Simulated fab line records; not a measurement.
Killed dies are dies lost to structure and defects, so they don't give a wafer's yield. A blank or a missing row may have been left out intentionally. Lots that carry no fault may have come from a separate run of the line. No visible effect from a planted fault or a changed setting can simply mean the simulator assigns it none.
Which tool did it? / flow gf180mcu / 12 lots with 36 wafers sampled at 5 steps, on a route of 602 steps

## WHAT THE GAUGES SHOWED, per wafer
GF_V1_RS_MEAS_24: uses a four-point probe to measure. Usual: V1_W_RS 0.326 ohm/sq, standard deviation 0.0035.
lot=L218; measured=day 18 01:28; on=filmMetro-02; V1_W_RS (ohm/sq)=0.326 0.329 0.330; flag=
lot=L220; measured=day 18 21:57; on=filmMetro-02; V1_W_RS (ohm/sq)=0.331 0.324 0.321; flag=
lot=L227; measured=day 21 16:06; on=filmMetro-01; V1_W_RS (ohm/sq)=0.322 0.327 0.334; flag=
lot=L228; measured=day 22 04:30; on=filmMetro-03; V1_W_RS (ohm/sq)=0.323 0.324 0.327; flag=
lot=L229; measured=day 22 09:54; on=filmMetro-01; V1_W_RS (ohm/sq)=0.327 0.327 0.322; flag=
lot=L235; measured=day 24 07:26; on=filmMetro-01; V1_W_RS (ohm/sq)=0.327 0.326 0.321; flag=
lot=L236; measured=day 24 14:02; on=filmMetro-03; V1_W_RS (ohm/sq)=0.331 0.328 0.330; flag=
lot=L237; measured=day 24 20:22; on=filmMetro-03; V1_W_RS (ohm/sq)=0.328 0.322 0.328; flag=
lot=L238; measured=day 25 06:05; on=filmMetro-02; V1_W_RS (ohm/sq)=0.327 0.328 0.324; flag=
lot=L239; measured=day 25 16:27; on=filmMetro-02; V1_W_RS (ohm/sq)=0.332 0.331 0.327; flag=
lot=L240; measured=day 25 23:05; on=filmMetro-02; V1_W_RS (ohm/sq)=0.321 0.325 0.329; flag=
lot=L241; measured=day 26 02:43; on=filmMetro-01; V1_W_RS (ohm/sq)=0.327 0.329 0.325; flag=

GF_M3_RS_MEAS_05: uses a four-point probe to measure. Usual: M3_ALCU_RS 0.0692 ohm/sq, standard deviation 0.00068.
lot=L218; measured=day 20 06:04; on=filmMetro-01; M3_ALCU_RS (ohm/sq)=0.0684 0.0688 0.0691; flag=
lot=L220; measured=day 21 02:56; on=filmMetro-01; M3_ALCU_RS (ohm/sq)=0.0697 0.0693 0.0699; flag=
lot=L227; measured=day 23 18:30; on=filmMetro-01; M3_ALCU_RS (ohm/sq)=0.0683 0.0689 0.0684; flag=
lot=L228; measured=day 24 06:26; on=filmMetro-03; M3_ALCU_RS (ohm/sq)=0.0706 0.0704 0.0707 0.0706 0.0702 0.0706; flag=
lot=L229; measured=day 24 11:02; on=filmMetro-01; M3_ALCU_RS (ohm/sq)=0.0691 0.0696 0.0695 0.0690 0.0696 0.0695; flag=
lot=L235; measured=day 26 06:11; on=filmMetro-01; M3_ALCU_RS (ohm/sq)=0.0690 0.0680 0.0688; flag=
lot=L236; measured=day 26 12:44; on=filmMetro-03; M3_ALCU_RS (ohm/sq)=0.0685 0.0687 0.0687; flag=
lot=L237; measured=day 26 17:58; on=filmMetro-03; M3_ALCU_RS (ohm/sq)=0.0683 0.0687 0.0686; flag=
lot=L238; measured=day 27 03:55; on=filmMetro-01; M3_ALCU_RS (ohm/sq)=0.0688 0.0683 0.0690; flag=
lot=L239; measured=day 27 14:52; on=filmMetro-04; M3_ALCU_RS (ohm/sq)=0.0679 0.0680 0.0678; flag=
lot=L240; measured=day 27 19:29; on=filmMetro-04; M3_ALCU_RS (ohm/sq)=0.0691 0.0691 0.0694; flag=
lot=L241; measured=day 27 22:28; on=filmMetro-01; M3_ALCU_RS (ohm/sq)=0.0697 0.0698 0.0690; flag=

GF_M3_OVL_MEAS_15. Usual: M3_OVL 2 nm, standard deviation 5.8.
lot=L218; measured=day 21 06:28; on=overlay-02; M3_OVL (nm)=-1 2 1; flag=
lot=L220; measured=day 22 01:55; on=overlay-01; M3_OVL (nm)=2 3 2; flag=
lot=L227; measured=day 24 15:43; on=overlay-02; M3_OVL (nm)=1 -11 -3; flag=
lot=L228; measured=day 25 04:45; on=overlay-01; M3_OVL (nm)=-7 2 1; flag=
lot=L229; measured=day 25 08:31; on=overlay-01; M3_OVL (nm)=2 6 0; flag=
lot=L235; measured=day 27 02:40; on=overlay-01; M3_OVL (nm)=3 1 -3; flag=
lot=L236; measured=day 27 09:37; on=overlay-01; M3_OVL (nm)=6 11 3; flag=
lot=L237; measured=day 27 14:43; on=overlay-01; M3_OVL (nm)=-5 -5 2; flag=
lot=L238; measured=day 27 23:55; on=overlay-01; M3_OVL (nm)=1 -4 -3; flag=
lot=L239; measured=day 28 10:28; on=overlay-01; M3_OVL (nm)=2 1 -3; flag=
lot=L240; measured=day 28 14:58; on=overlay-01; M3_OVL (nm)=-4 -3 -3; flag=
lot=L241; measured=day 28 18:18; on=overlay-01; M3_OVL (nm)=4 3 -2; flag=

## WHICH TOOL RAN EACH LOT (tool, then ch and the chambers of the sampled wafers, then the start)
lot=L218; GF_M2_SPUTTER_01=pvdSputter-01, day 18 02:03; GF_M3_SPUTTER_01=pvdSputter-02, day 20 05:56
lot=L220; GF_M2_SPUTTER_01=pvdSputter-01, day 18 22:32; GF_M3_SPUTTER_01=pvdSputter-02, day 21 02:49
lot=L227; GF_M2_SPUTTER_01=pvdSputter-04, day 21 16:40; GF_M3_SPUTTER_01=pvdSputter-02, day 23 18:21
lot=L228; GF_M2_SPUTTER_01=pvdSputter-01, day 22 05:05; GF_M3_SPUTTER_01=pvdSputter-03, day 24 06:19
lot=L229; GF_M2_SPUTTER_01=pvdSputter-01, day 22 10:28; GF_M3_SPUTTER_01=pvdSputter-02, day 24 10:53
lot=L235; GF_M2_SPUTTER_01=pvdSputter-01, day 24 08:00; GF_M3_SPUTTER_01=pvdSputter-03, day 26 06:03
lot=L236; GF_M2_SPUTTER_01=pvdSputter-04, day 24 14:49; GF_M3_SPUTTER_01=pvdSputter-02, day 26 12:35
lot=L237; GF_M2_SPUTTER_01=pvdSputter-02, day 24 20:56; GF_M3_SPUTTER_01=pvdSputter-02, day 26 17:50
lot=L238; GF_M2_SPUTTER_01=pvdSputter-01, day 25 06:37; GF_M3_SPUTTER_01=pvdSputter-02, day 27 03:44
lot=L239; GF_M2_SPUTTER_01=pvdSputter-04, day 25 17:11; GF_M3_SPUTTER_01=pvdSputter-02, day 27 14:45
lot=L240; GF_M2_SPUTTER_01=pvdSputter-04, day 25 23:39; GF_M3_SPUTTER_01=pvdSputter-02, day 27 19:21
lot=L241; GF_M2_SPUTTER_01=pvdSputter-04, day 26 03:18; GF_M3_SPUTTER_01=pvdSputter-03, day 27 22:20
- GF_M2_SPUTTER_01: material TiN, target thk 30 nm, time 25 s.
- GF_M3_SPUTTER_01: material TiN, target thk 30 nm, time 25 s.

## AS READ BY THE TOOLS THEMSELVES (means over the sampled wafers that have a number; for cases with no such wafer, the mark the record gives instead)
GF_M2_SPUTTER_01. Usual: cathodeDcPowerW 6500.2 W, standard deviation 1.2; chamberPressurePa 0.3999 Pa, standard deviation 0.00079; throttleValvePct 29.7 %, standard deviation 0.88.
lot=L218; tool=pvdSputter-01; cathodeDcPowerW (W)=6500.2; chamberPressurePa (Pa)=0.4001; throttleValvePct (%)=29.9; flag=
lot=L220; tool=pvdSputter-01; cathodeDcPowerW (W)=6500.6; chamberPressurePa (Pa)=0.4001; throttleValvePct (%)=29.6; flag=
lot=L227; tool=pvdSputter-04; cathodeDcPowerW (W)=6499.6; chamberPressurePa (Pa)=0.3996; throttleValvePct (%)=29.9; flag=
lot=L228; tool=pvdSputter-01; cathodeDcPowerW (W)=6500.8; chamberPressurePa (Pa)=0.3999; throttleValvePct (%)=29.2; flag=
lot=L229; tool=pvdSputter-01; cathodeDcPowerW (W)=6500.3; chamberPressurePa (Pa)=0.3997; throttleValvePct (%)=29.7; flag=
lot=L235; tool=pvdSputter-01; cathodeDcPowerW (W)=6500.9; chamberPressurePa (Pa)=0.4002; throttleValvePct (%)=29.7; flag=
lot=L236; tool=pvdSputter-04; cathodeDcPowerW (W)=6501.4; chamberPressurePa (Pa)=0.3996; throttleValvePct (%)=29.9; flag=
lot=L237; tool=pvdSputter-02; cathodeDcPowerW (W)=6501.1; chamberPressurePa (Pa)=0.3994; throttleValvePct (%)=29.4; flag=
lot=L238; tool=pvdSputter-01; cathodeDcPowerW (W)=6500.5; chamberPressurePa (Pa)=0.3998; throttleValvePct (%)=29.3; flag=
lot=L239; tool=pvdSputter-04; cathodeDcPowerW (W)=6500.2; chamberPressurePa (Pa)=0.3992; throttleValvePct (%)=30.6; flag=
lot=L240; tool=pvdSputter-04; cathodeDcPowerW (W)=6499.6; chamberPressurePa (Pa)=0.4001; throttleValvePct (%)=30.7; flag=
lot=L241; tool=pvdSputter-04; cathodeDcPowerW (W)=6499.4; chamberPressurePa (Pa)=0.4000; throttleValvePct (%)=31.3; flag=

GF_M3_SPUTTER_01. Usual: cathodeDcPowerW 6499.9 W, standard deviation 1.1; chamberPressurePa 0.3999 Pa, standard deviation 0.00071; throttleValvePct 29.5 %, standard deviation 0.79.
lot=L218; tool=pvdSputter-02; cathodeDcPowerW (W)=6500.0; chamberPressurePa (Pa)=0.4008; throttleValvePct (%)=29.3; flag=
lot=L220; tool=pvdSputter-02; cathodeDcPowerW (W)=6501.1; chamberPressurePa (Pa)=0.3998; throttleValvePct (%)=29.4; flag=
lot=L227; tool=pvdSputter-02; cathodeDcPowerW (W)=6500.1; chamberPressurePa (Pa)=0.3997; throttleValvePct (%)=29.1; flag=
lot=L228; tool=pvdSputter-03; cathodeDcPowerW (W)=-; chamberPressurePa (Pa)=-; throttleValvePct (%)=-; flag=OFF
lot=L229; tool=pvdSputter-02; cathodeDcPowerW (W)=-; chamberPressurePa (Pa)=-; throttleValvePct (%)=-; flag=OFF
lot=L235; tool=pvdSputter-03; cathodeDcPowerW (W)=6498.4; chamberPressurePa (Pa)=0.4000; throttleValvePct (%)=31.3; flag=
lot=L236; tool=pvdSputter-02; cathodeDcPowerW (W)=6499.5; chamberPressurePa (Pa)=0.3995; throttleValvePct (%)=29.1; flag=
lot=L237; tool=pvdSputter-02; cathodeDcPowerW (W)=6499.8; chamberPressurePa (Pa)=0.3994; throttleValvePct (%)=29.2; flag=
lot=L238; tool=pvdSputter-02; cathodeDcPowerW (W)=6498.9; chamberPressurePa (Pa)=0.3996; throttleValvePct (%)=29.5; flag=
lot=L239; tool=pvdSputter-02; cathodeDcPowerW (W)=6500.4; chamberPressurePa (Pa)=0.4004; throttleValvePct (%)=29.0; flag=
lot=L240; tool=pvdSputter-02; cathodeDcPowerW (W)=6500.8; chamberPressurePa (Pa)=0.4002; throttleValvePct (%)=29.6; flag=
lot=L241; tool=pvdSputter-03; cathodeDcPowerW (W)=6500.2; chamberPressurePa (Pa)=0.4003; throttleValvePct (%)=30.6; flag=

## THE ANSWER, worked out from the rows above alone
Rule: a lot counts as off when the mean over its wafers that have a number is more than 3 standard deviations away from the usual mean. A lot without any number at a reading at which 4 lots or more have one is off too. All remaining lots with rows at the step are treated as sound. First the gauges in route order, then the tools' own readings, where a lot's mean is used as printed above. At the first step where some lot is off, the reading lying furthest off is the one used; lots without a number count as furthest.
Off: L228, L229 (GF_M3_SPUTTER_01, cathodeDcPowerW). Without a number there: L228, L229.
If a tool, at that step or one of the process steps before it, ran each lot that is off and ran no sound lot following the first of them, it fits. Of those tried, none fits.

## WHAT THE SIMULATOR HAD PUT IN
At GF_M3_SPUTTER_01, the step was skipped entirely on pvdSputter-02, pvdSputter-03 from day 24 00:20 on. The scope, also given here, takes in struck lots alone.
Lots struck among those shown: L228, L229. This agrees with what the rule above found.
